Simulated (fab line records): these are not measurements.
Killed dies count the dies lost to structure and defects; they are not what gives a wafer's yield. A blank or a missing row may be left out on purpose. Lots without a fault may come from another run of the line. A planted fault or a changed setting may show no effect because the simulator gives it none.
Which of the tools did it? / flow sfq-line / 14 lots, 42 wafers sampled, at 4 steps of a route of 325

## WHAT EACH GAUGE READ, for each wafer
SFQ_I2_BOW_MEAS_917. Usual: I2_BOW typically reads 4 um, with standard deviation 9.1.
lot=L737; measured=day 26 04:44; on=film-metro-04; I2_BOW (um)=14 3 4; flag=
lot=L739; measured=day 26 16:38; on=film-metro-02; I2_BOW (um)=5 9 12; flag=
lot=L740; measured=day 27 01:39; on=film-metro-02; I2_BOW (um)=9 16 9; flag=
lot=L741; measured=day 28 16:38; on=film-metro-02; I2_BOW (um)=0 7 11; flag=
lot=L742; measured=day 28 22:01; on=film-metro-03; I2_BOW (um)=5 13 10; flag=
lot=L746; measured=day 36 17:17; on=film-metro-03; I2_BOW (um)=-2 -2 4; flag=
lot=L747; measured=day 37 02:17; on=film-metro-03; I2_BOW (um)=-4 -16 -21; flag=
lot=L748; measured=day 37 17:20; on=film-metro-04; I2_BOW (um)=-1 9 17; flag=
lot=L749; measured=day 38 05:17; on=film-metro-02; I2_BOW (um)=-1 -11 7; flag=
lot=L753; measured=day 39 17:18; on=film-metro-04; I2_BOW (um)=21 2 20; flag=
lot=L754; measured=day 39 20:17; on=film-metro-03; I2_BOW (um)=4 3 14; flag=
lot=L756; measured=day 40 04:09; on=film-metro-04; I2_BOW (um)=4 11 19; flag=
lot=L759; measured=day 41 18:02; on=film-metro-03; I2_BOW (um)=8 -3 -1; flag=
lot=L760; measured=day 42 07:19; on=film-metro-02; I2_BOW (um)=-8 -13 0; flag=

## TOOL THAT RAN EACH LOT (tool first, then ch and the chambers of the sampled wafers, then the start)
lot=L737; SFQ_TRILAYER_M0_STRIP_STRIP_025=rie-metal-04 ch 1, day 12 02:10; SFQ_TRILAYER_I1_VIA_STRIP_STRIP_053=rie-metal-01 ch 0, day 25 19:52; SFQ_TRILAYER_M2_BARC_OPEN_METAL_ETCH_077=rie-metal-03 ch 0,1, day 25 23:21
lot=L739; SFQ_TRILAYER_M0_STRIP_STRIP_025=rie-metal-04 ch 0,1, day 13 00:16; SFQ_TRILAYER_I1_VIA_STRIP_STRIP_053=rie-metal-04 ch 0,1, day 26 07:52; SFQ_TRILAYER_M2_BARC_OPEN_METAL_ETCH_077=rie-metal-02 ch 0,1, day 26 11:14
lot=L740; SFQ_TRILAYER_M0_STRIP_STRIP_025=rie-metal-04 ch 0,1, day 13 06:16; SFQ_TRILAYER_I1_VIA_STRIP_STRIP_053=rie-metal-03 ch 0,1, day 26 16:16; SFQ_TRILAYER_M2_BARC_OPEN_METAL_ETCH_077=rie-metal-04 ch 0,1, day 26 20:35
lot=L741; SFQ_TRILAYER_M0_STRIP_STRIP_025=rie-metal-04 ch 0,1, day 14 04:15; SFQ_TRILAYER_I1_VIA_STRIP_STRIP_053=rie-metal-04 ch 0,1, day 28 09:07; SFQ_TRILAYER_M2_BARC_OPEN_METAL_ETCH_077=rie-metal-04 ch 0,1, day 28 12:36
lot=L742; SFQ_TRILAYER_M0_STRIP_STRIP_025=rie-metal-02 ch 0, day 14 19:58; SFQ_TRILAYER_I1_VIA_STRIP_STRIP_053=rie-metal-03 ch 0,1, day 28 13:55; SFQ_TRILAYER_M2_BARC_OPEN_METAL_ETCH_077=rie-metal-02 ch 1, day 28 17:16
lot=L746; SFQ_TRILAYER_M0_STRIP_STRIP_025=rie-metal-04 ch 0,1, day 16 04:22; SFQ_TRILAYER_I1_VIA_STRIP_STRIP_053=rie-metal-01 ch 1, day 29 17:31; SFQ_TRILAYER_M2_BARC_OPEN_METAL_ETCH_077=rie-metal-03 ch 0,1, day 36 03:07
lot=L747; SFQ_TRILAYER_M0_STRIP_STRIP_025=rie-metal-02 ch 0,1, day 16 07:58; SFQ_TRILAYER_I1_VIA_STRIP_STRIP_053=rie-metal-04 ch 0,1, day 30 02:02; SFQ_TRILAYER_M2_BARC_OPEN_METAL_ETCH_077=rie-metal-04 ch 0,1, day 36 16:19
lot=L748; SFQ_TRILAYER_M0_STRIP_STRIP_025=rie-metal-03 ch 0,1, day 16 15:49; SFQ_TRILAYER_I1_VIA_STRIP_STRIP_053=rie-metal-03 ch 0,1, day 30 13:02; SFQ_TRILAYER_M2_BARC_OPEN_METAL_ETCH_077=rie-metal-04 ch 0,1, day 37 02:14
lot=L749; SFQ_TRILAYER_M0_STRIP_STRIP_025=rie-metal-02 ch 0,1, day 17 01:13; SFQ_TRILAYER_I1_VIA_STRIP_STRIP_053=rie-metal-03 ch 0,1, day 30 22:26; SFQ_TRILAYER_M2_BARC_OPEN_METAL_ETCH_077=rie-metal-03 ch 0, day 37 08:13
lot=L753; SFQ_TRILAYER_M0_STRIP_STRIP_025=rie-metal-03 ch 0,1, day 18 06:08; SFQ_TRILAYER_I1_VIA_STRIP_STRIP_053=rie-metal-04 ch 0,1, day 32 03:48; SFQ_TRILAYER_M2_BARC_OPEN_METAL_ETCH_077=rie-metal-02 ch 0,1, day 38 16:05
lot=L754; SFQ_TRILAYER_M0_STRIP_STRIP_025=rie-metal-04 ch 0,1, day 18 07:20; SFQ_TRILAYER_I1_VIA_STRIP_STRIP_053=rie-metal-04 ch 0,1, day 32 08:29; SFQ_TRILAYER_M2_BARC_OPEN_METAL_ETCH_077=rie-metal-03 ch 0,1, day 38 18:29
lot=L756; SFQ_TRILAYER_M0_STRIP_STRIP_025=rie-metal-03 ch 0,1, day 19 06:16; SFQ_TRILAYER_I1_VIA_STRIP_STRIP_053=rie-metal-01 ch 0,1, day 33 20:35; SFQ_TRILAYER_M2_BARC_OPEN_METAL_ETCH_077=rie-metal-03 ch 0,1, day 39 17:35
lot=L759; SFQ_TRILAYER_M0_STRIP_STRIP_025=rie-metal-04 ch 0,1, day 21 10:03; SFQ_TRILAYER_I1_VIA_STRIP_STRIP_053=rie-metal-03 ch 0,1, day 35 15:31; SFQ_TRILAYER_M2_BARC_OPEN_METAL_ETCH_077=rie-metal-04 ch 0,1, day 41 13:59
lot=L760; SFQ_TRILAYER_M0_STRIP_STRIP_025=rie-metal-02 ch 0,1, day 21 22:15; SFQ_TRILAYER_I1_VIA_STRIP_STRIP_053=rie-metal-04 ch 0,1, day 36 04:36; SFQ_TRILAYER_M2_BARC_OPEN_METAL_ETCH_077=rie-metal-04 ch 0,1, day 42 03:13
- SFQ_TRILAYER_M0_STRIP_STRIP_025: strips in O2.
- SFQ_TRILAYER_I1_VIA_STRIP_STRIP_053: strips in O2.
- SFQ_TRILAYER_M2_BARC_OPEN_METAL_ETCH_077: etches BARC in O2, target depth 125 nm, time 41.7 s.

## AS READ BY THE TOOLS THEMSELVES (means over the sampled wafers that have a number; for cases with no such wafer, the mark the record gives instead)
SFQ_TRILAYER_M0_STRIP_STRIP_025. Usual: drypump-motor-current-A 5.7 A, standard deviation 0.62; oes-product-au 0.999 a.u., standard deviation 0.0086; platen-temp-c 40.00 C, standard deviation 0.11.
lot=L737; tool=rie-metal-04; drypump-motor-current-A (A)=4.8; oes-product-au (a.u.)=1.011; platen-temp-c (C)=39.91; flag=
lot=L739; tool=rie-metal-04; drypump-motor-current-A (A)=5.1; oes-product-au (a.u.)=1.000; platen-temp-c (C)=39.95; flag=
lot=L740; tool=rie-metal-04; drypump-motor-current-A (A)=5.3; oes-product-au (a.u.)=0.999; platen-temp-c (C)=40.01; flag=
lot=L741; tool=rie-metal-04; drypump-motor-current-A (A)=5.0; oes-product-au (a.u.)=1.002; platen-temp-c (C)=40.06; flag=
lot=L742; tool=rie-metal-02; drypump-motor-current-A (A)=6.6; oes-product-au (a.u.)=0.990; platen-temp-c (C)=39.97; flag=
lot=L746; tool=rie-metal-04; drypump-motor-current-A (A)=5.0; oes-product-au (a.u.)=0.998; platen-temp-c (C)=39.88; flag=
lot=L747; tool=rie-metal-02; drypump-motor-current-A (A)=6.4; oes-product-au (a.u.)=1.010; platen-temp-c (C)=40.00; flag=
lot=L748; tool=rie-metal-03; drypump-motor-current-A (A)=5.9; oes-product-au (a.u.)=0.998; platen-temp-c (C)=40.02; flag=
lot=L749; tool=rie-metal-02; drypump-motor-current-A (A)=6.4; oes-product-au (a.u.)=1.001; platen-temp-c (C)=40.01; flag=
lot=L753; tool=rie-metal-03; drypump-motor-current-A (A)=5.7; oes-product-au (a.u.)=0.994; platen-temp-c (C)=39.99; flag=
lot=L754; tool=rie-metal-04; drypump-motor-current-A (A)=5.4; oes-product-au (a.u.)=0.991; platen-temp-c (C)=40.15; flag=
lot=L756; tool=rie-metal-03; drypump-motor-current-A (A)=5.7; oes-product-au (a.u.)=1.005; platen-temp-c (C)=39.98; flag=
lot=L759; tool=rie-metal-04; drypump-motor-current-A (A)=5.0; oes-product-au (a.u.)=1.008; platen-temp-c (C)=40.11; flag=
lot=L760; tool=rie-metal-02; drypump-motor-current-A (A)=6.4; oes-product-au (a.u.)=0.997; platen-temp-c (C)=40.09; flag=

SFQ_TRILAYER_I1_VIA_STRIP_STRIP_053. Usual: drypump-motor-current-A 5.7 A, standard deviation 0.52; oes-product-au 1.003 a.u., standard deviation 0.0088; platen-temp-c 39.98 C, standard deviation 0.11.
lot=L737; tool=rie-metal-01; drypump-motor-current-A (A)=5.3; oes-product-au (a.u.)=1.011; platen-temp-c (C)=40.09; flag=
lot=L739; tool=rie-metal-04; drypump-motor-current-A (A)=5.3; oes-product-au (a.u.)=1.013; platen-temp-c (C)=39.80; flag=
lot=L740; tool=rie-metal-03; drypump-motor-current-A (A)=5.9; oes-product-au (a.u.)=1.000; platen-temp-c (C)=40.02; flag=
lot=L741; tool=rie-metal-04; drypump-motor-current-A (A)=5.1; oes-product-au (a.u.)=1.002; platen-temp-c (C)=39.90; flag=
lot=L742; tool=rie-metal-03; drypump-motor-current-A (A)=5.7; oes-product-au (a.u.)=1.005; platen-temp-c (C)=40.06; flag=
lot=L746; tool=rie-metal-01; drypump-motor-current-A (A)=6.3; oes-product-au (a.u.)=1.003; platen-temp-c (C)=39.97; flag=
lot=L747; tool=rie-metal-04; drypump-motor-current-A (A)=5.1; oes-product-au (a.u.)=1.008; platen-temp-c (C)=40.08; flag=
lot=L748; tool=rie-metal-03; drypump-motor-current-A (A)=5.9; oes-product-au (a.u.)=1.004; platen-temp-c (C)=39.90; flag=
lot=L749; tool=rie-metal-03; drypump-motor-current-A (A)=5.9; oes-product-au (a.u.)=1.006; platen-temp-c (C)=40.13; flag=
lot=L753; tool=rie-metal-04; drypump-motor-current-A (A)=5.0; oes-product-au (a.u.)=1.001; platen-temp-c (C)=40.04; flag=
lot=L754; tool=rie-metal-04; drypump-motor-current-A (A)=5.4; oes-product-au (a.u.)=0.998; platen-temp-c (C)=39.96; flag=
lot=L756; tool=rie-metal-01; drypump-motor-current-A (A)=6.0; oes-product-au (a.u.)=1.000; platen-temp-c (C)=40.02; flag=
lot=L759; tool=rie-metal-03; drypump-motor-current-A (A)=5.7; oes-product-au (a.u.)=0.994; platen-temp-c (C)=39.95; flag=
lot=L760; tool=rie-metal-04; drypump-motor-current-A (A)=5.4; oes-product-au (a.u.)=1.007; platen-temp-c (C)=40.03; flag=

SFQ_TRILAYER_M2_BARC_OPEN_METAL_ETCH_077. Usual: drypump-motor-current-A 5.6 A, standard deviation 0.6; oes-product-au 0.685 a.u., standard deviation 0.0045; run-length-s 70.0 s, standard deviation 0.33.
lot=L737; tool=rie-metal-03; drypump-motor-current-A (A)=5.9; oes-product-au (a.u.)=0.686; run-length-s (s)=69.8; flag=
lot=L739; tool=rie-metal-02; drypump-motor-current-A (A)=6.4; oes-product-au (a.u.)=0.686; run-length-s (s)=70.1; flag=
lot=L740; tool=rie-metal-04; drypump-motor-current-A (A)=5.4; oes-product-au (a.u.)=0.683; run-length-s (s)=70.1; flag=
lot=L741; tool=rie-metal-04; drypump-motor-current-A (A)=5.3; oes-product-au (a.u.)=0.683; run-length-s (s)=69.8; flag=
lot=L742; tool=rie-metal-02; drypump-motor-current-A (A)=6.3; oes-product-au (a.u.)=0.682; run-length-s (s)=69.8; flag=
lot=L746; tool=rie-metal-03; drypump-motor-current-A (A)=5.9; oes-product-au (a.u.)=0.688; run-length-s (s)=69.7; flag=
lot=L747; tool=rie-metal-04; drypump-motor-current-A (A)=5.4; oes-product-au (a.u.)=0.681; run-length-s (s)=70.2; flag=
lot=L748; tool=rie-metal-04; drypump-motor-current-A (A)=5.0; oes-product-au (a.u.)=0.686; run-length-s (s)=70.5; flag=
lot=L749; tool=rie-metal-03; drypump-motor-current-A (A)=5.5; oes-product-au (a.u.)=0.688; run-length-s (s)=70.2; flag=
lot=L753; tool=rie-metal-02; drypump-motor-current-A (A)=6.4; oes-product-au (a.u.)=0.689; run-length-s (s)=70.2; flag=
lot=L754; tool=rie-metal-03; drypump-motor-current-A (A)=5.7; oes-product-au (a.u.)=0.707; run-length-s (s)=68.4; flag=OFF
lot=L756; tool=rie-metal-03; drypump-motor-current-A (A)=5.9; oes-product-au (a.u.)=0.713; run-length-s (s)=67.8; flag=OFF
lot=L759; tool=rie-metal-04; drypump-motor-current-A (A)=5.0; oes-product-au (a.u.)=0.689; run-length-s (s)=70.2; flag=
lot=L760; tool=rie-metal-04; drypump-motor-current-A (A)=5.3; oes-product-au (a.u.)=0.687; run-length-s (s)=69.8; flag=

## THE ANSWER, worked out from the rows above alone
Rule: take the mean of a lot's wafers that have a number; if it is more than 3 standard deviations from the usual mean, the lot is off. A lot without any number at a reading at which 4 lots or more have one is off too. Where the step has rows for the other lots, those lots are counted as sound. The gauges are gone through in route order, then the tools' own readings, and for those a lot's mean is taken as printed above. The first step at which some lot is off is used, and at that step the reading that is off furthest; a lot without a number counts as furthest.
Off: L754, L756, at SFQ_TRILAYER_M2_BARC_OPEN_METAL_ETCH_077 (run-length-s).
If a tool, at that step or one of the process steps before it, ran each lot that is off and ran no sound lot following the first of them, it fits. One fits: rie-metal-03 at SFQ_TRILAYER_M2_BARC_OPEN_METAL_ETCH_077. A fault onset in the window from L749 (day 37 08:13, its last sound lot) to L754 (day 38 18:29, its first lot off) fits.
The tool's own readings at SFQ_TRILAYER_M2_BARC_OPEN_METAL_ETCH_077 bear it out: on the lots that are off they differ by more than 5 times the standard deviation of the sound lots' means. oes-product-au reads 0.710 a.u. there against 0.686 a.u. on the sound lots; run-length-s reads 68.1 s there against 70.0 s on the sound lots.

## WHAT THE SIMULATOR HAD INSERTED
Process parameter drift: rie-metal-03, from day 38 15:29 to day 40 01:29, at SFQ_TRILAYER_M2_BARC_OPEN_METAL_ETCH_077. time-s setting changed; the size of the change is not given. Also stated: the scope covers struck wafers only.
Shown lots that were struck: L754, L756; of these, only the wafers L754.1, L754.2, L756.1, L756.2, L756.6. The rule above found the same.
